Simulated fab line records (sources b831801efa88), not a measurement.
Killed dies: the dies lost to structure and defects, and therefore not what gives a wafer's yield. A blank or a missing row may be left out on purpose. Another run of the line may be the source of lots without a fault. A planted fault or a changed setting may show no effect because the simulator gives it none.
Matching of chambers | flow gf180mcu | 4 sister chambers for GF_V1_CMP_04 on cmp-01
The step polishes SiO2. 16 wafers are shown with their chamber, then 8 later ones without.

== EACH WAFER AND ITS CHAMBER ==
wafer  | chamber | motor current A (A) | slurry flow ml min | time to endpoint s (s)
L644.1 | 1       | 11.9                | 149.9              | 83
L644.3 | 2       | 11.7                | 149.5              | 76
L644.4 | 0       | 12.9                | 151.1              | 89
L646.1 | 2       | 11.0                | 149.9              | 75
L646.2 | 0       | 12.7                | 150.0              | 83
L646.3 | 1       | 11.4                | 149.8              | 73
L647.1 | 1       | 12.0                | 150.0              | 77
L647.5 | 3       | 11.4                | 150.2              | 77
L647.6 | 2       | 11.0                | 149.6              | 83
L648.2 | 2       | 11.8                | 149.8              | 76
L648.3 | 1       | 10.8                | 150.2              | 78
L648.5 | 0       | 13.2                | 150.9              | 85
L657.2 | 2       | 11.4                | 149.7              | 75
L657.3 | 1       | 11.5                | 150.2              | 72
L657.5 | 1       | 12.0                | 150.1              | 74
L658.1 | 2       | 10.6                | 149.8              | 75

SIGNATURES (averages over the wafers above)
reading            | chamber 0 | chamber 1 | chamber 2 | chamber 3 | scatter within a chamber
motor current A    | 12.933    | 11.600    | 11.250    | 11.400    | 0.438
slurry flow ml min | 150.667   | 150.033   | 149.717   | 150.200   | 0.278
time to endpoint s | 85.67     | 76.17     | 76.67     | 77.00     | 3.55
Rule: a wafer's distance from a chamber is the root of the sum, over the readings, of the square of ((its reading less the chamber's mean) divided by the reading's scatter). If the next closest chamber is less than 2 further off than the closest, the wafer can't be placed; otherwise it belongs to the closest. The scatter is the square root of a quotient: the sum, over the shown wafers, of each reading's squared deviation from its chamber's mean, divided by wafers minus chambers.

== WAFERS MISSING THEIR CHAMBER ==
wafer  | motor current A (A) | slurry flow ml min | time to endpoint s (s)
L658.4 | 11.9                | 150.3              | 78
L658.6 | 12.2                | 149.8              | 79
L664.3 | 13.5                | 149.9              | 86
L664.4 | 11.2                | 150.0              | 82
L664.5 | 11.8                | 149.9              | 81
L665.2 | 11.1                | 150.4              | 79
L665.4 | 11.7                | 149.2              | 85
L665.6 | 12.1                | 149.7              | 79

== EACH ONE'S CHAMBER ==
wafer  | from the rows above          | in truth
L658.4 | can't be placed: 3 or 1 or 2 | 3
L658.6 | can't be placed: 1 or 2 or 3 | 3
L664.3 | 0                            | 0
L664.4 | can't be placed: 3 or 2 or 1 | 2
L664.5 | can't be placed: 1 or 3 or 2 | 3
L665.2 | can't be placed: 3 or 1 or 2 | 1
L665.4 | can't be placed: 2 or 1 or 3 | 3
L665.6 | can't be placed: 1 or 2 or 3 | 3
Placed correctly: 1 of 8. Cannot be placed on the basis of these rows: 7; the candidates contain the true chamber in 7. Wrongly placed: 0.
